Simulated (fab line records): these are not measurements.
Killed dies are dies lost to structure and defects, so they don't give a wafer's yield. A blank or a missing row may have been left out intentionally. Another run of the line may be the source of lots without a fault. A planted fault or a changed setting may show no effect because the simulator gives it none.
Comparing a struck lot with a sound one    flow sky130    15 out of 708 route steps
Sound: the wafers L426.1, L426.3, L426.4. The struck wafers were L435.3, L435.4, L435.5. Last of all comes the cause.
Each step with rows lists, per side, the tool, then ch with its chambers, then its first start. Under that, the readings that differ: sound wafers    struck wafers    difference of the means    sigmas: that difference in standard deviations of wafers without a fault.
alike: readings with means less than 2 such deviations apart, plus words and numbers identical on both sides. not compared: withheld readings, readings lacking a value on some wafer, bounds such as >300 that could conceal the same value, and numbers that have no deviation in the record and whose values overlap.
The two part at a step that has a row with sigmas, a row that says differs or no value, or rows on one side only. Numbers that don't overlap but have no deviation are shown without sigmas and don't part them. Lack of a reading on every wafer of one side parts them only where that side has two or more wafers.

first, 6 steps without rows for these wafers: SKY_DNWELL_COAT_02 (resist thk 3000 nm); SKY_DNWELL_SOFTBAKE_03; SKY_DNWELL_EXPOSE_04 (exposes mask DNM, target cd 3000 nm); SKY_DNWELL_PEB_05; SKY_DNWELL_DEVELOP_06 (develop time 60 s); SKY_DNWELL_IMPLANT_07.
SKY_DNWELL_STRIP_08: strips in O2/N2.
  sound on plasma asher-02 ch 0,1, day 3 16:09; struck on plasma asher-02 ch 0,1, day 5 15:42
  alike: drypump motor current A, oes product au, strip time to endpoint s
  not compared: rf hours counter h
SKY_DNWELL_TW_MEAS_09:
  sound on film metro-03 at day 3 16:15; struck on film metro-02 at day 5 15:47
  alike: DNWELL_TW
then, 4 steps without rows for these wafers: SKY_PWDE_DEHYDRATE_00 (time 60 s); SKY_PWDE_HMDS_01 (prime time 60 s); SKY_PWDE_COAT_02 (resist thk 3000 nm); SKY_PWDE_SOFTBAKE_03.
SKY_PWDE_EXPOSE_04: exposes mask PWDEM, target cd 840 nm.
  sound on iline stepper-02 ch 0, day 4 01:16; struck on iline stepper-01 ch 0, day 6 00:39
reading  sound                    struck                            difference  sigmas
mask     PWDEM#0 PWDEM#0 PWDEM#0  PWDEM_R1#0 PWDEM_R1#0 PWDEM_R1#0  differs     
  alike: focus offset nm
next, for these wafers, 1 step has no rows: SKY_PWDE_PEB_05.
-- the record jumps here: 43 days lie between the struck wafers' starts before and after (it left off in module PWDE and takes up again in module PAD_OPEN, whose first step shown is number 708 of the route) --
SKY_PAD_OPEN_PROBE_99:
  sound on prober-01 at day 46 11:40; struck on prober-02 at day 48 14:37
reading                                    sound                          struck                         difference  sigmas
model.etest.res_p_drift_20v.line ohm um    1.172e+04 1.164e+04 1.222e+04  1.079e+04 1.091e+04 1.046e+04  -1.140e+03  
model.etest.res_p_drift_20v.width nm (nm)  838.9 841.5 836.4              964 963 970.3                  +127        

WHERE THEY PART
Only at SKY_PWDE_EXPOSE_04, as far as this record shows.

WHY: what the simulator had put in
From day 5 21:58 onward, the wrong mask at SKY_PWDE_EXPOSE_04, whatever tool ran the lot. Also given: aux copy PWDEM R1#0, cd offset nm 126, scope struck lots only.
